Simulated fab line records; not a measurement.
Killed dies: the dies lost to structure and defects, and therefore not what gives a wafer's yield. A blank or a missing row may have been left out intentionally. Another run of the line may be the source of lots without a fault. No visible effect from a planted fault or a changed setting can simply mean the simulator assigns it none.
Matching of chambers | flow sfq-line | SFQ_TRILAYER_L0_CAP_PECVD_011 on pecvd-03: 3 sister chambers
The step deposits SiO2 from SiH4/N2O, time 13.333 s, target thk 60 nm. 16 wafers are shown with their chamber, then 8 later ones without.

## WAFERS, EACH WITH ITS CHAMBER
wafer  | chamber | throttle-valve-pct (%) | heater-power-w (W) | heater-power-outer-w (W)
L796.2 | 1       | 27.0                   | 95                 | 39
L796.3 | 0       | 23.4                   | 77                 | 25
L796.6 | 0       | 23.2                   | 76                 | 24
L801.1 | 1       | 27.1                   | 98                 | 40
L801.4 | 2       | 28.5                   | 76                 | 24
L801.5 | 0       | 23.3                   | 78                 | 23
L802.3 | 0       | 23.4                   | 85                 | 31
L802.5 | 0       | 23.2                   | 86                 | 32
L802.6 | 2       | 28.7                   | 65                 | 17
L803.2 | 1       | 27.1                   | 101                | 43
L803.3 | 1       | 27.0                   | 99                 | 44
L803.4 | 2       | 28.5                   | 78                 | 26
L804.1 | 1       | 26.9                   | 101                | 44
L804.2 | 2       | 28.6                   | 77                 | 26
L804.6 | 1       | 27.0                   | 101                | 43
L806.1 | 1       | 27.1                   | 91                 | 36

SIGNATURES, as means of the wafers listed above
reading              | chamber 0 | chamber 1 | chamber 2 | scatter within a chamber
throttle-valve-pct   | 23.300    | 27.029    | 28.575    | 0.0885
heater-power-w       | 80.40     | 98.00     | 74.00     | 4.68
heater-power-outer-w | 27.00     | 41.29     | 23.25     | 3.72
Rule: a wafer lies at a distance from a chamber equal to the root of the sum of squares, over the readings, of (its reading less the chamber's mean, divided by the reading's scatter). The wafer belongs to the nearest chamber; if the next one is less than 2 further off, it can't be placed. How the scatter is found: for the shown wafers, subtract from each reading the mean of its chamber, square and add these, divide the total by (wafers less chambers), then take the root.

## WAFERS WITH NO CHAMBER GIVEN
wafer  | throttle-valve-pct (%) | heater-power-w (W) | heater-power-outer-w (W)
L806.3 | 29.0                   | 69                 | 20
L806.5 | 27.2                   | 94                 | 36
L809.1 | 27.1                   | 102                | 44
L809.3 | 28.7                   | 71                 | 22
L809.4 | 27.2                   | 101                | 45
L810.3 | 23.5                   | 77                 | 25
L810.4 | 27.1                   | 92                 | 37
L810.6 | 28.6                   | 66                 | 17

## WHICH CHAMBER EACH WENT THROUGH
wafer  | from the rows above | in truth
L806.3 | 2                   | 2
L806.5 | 1                   | 1
L809.1 | 1                   | 1
L809.3 | 2                   | 2
L809.4 | 1                   | 1
L810.3 | 0                   | 0
L810.4 | 1                   | 1
L810.6 | 2                   | 2
Placed correctly: 8 of 8. Left unplaced by these rows: 0. Wrongly placed: 0.
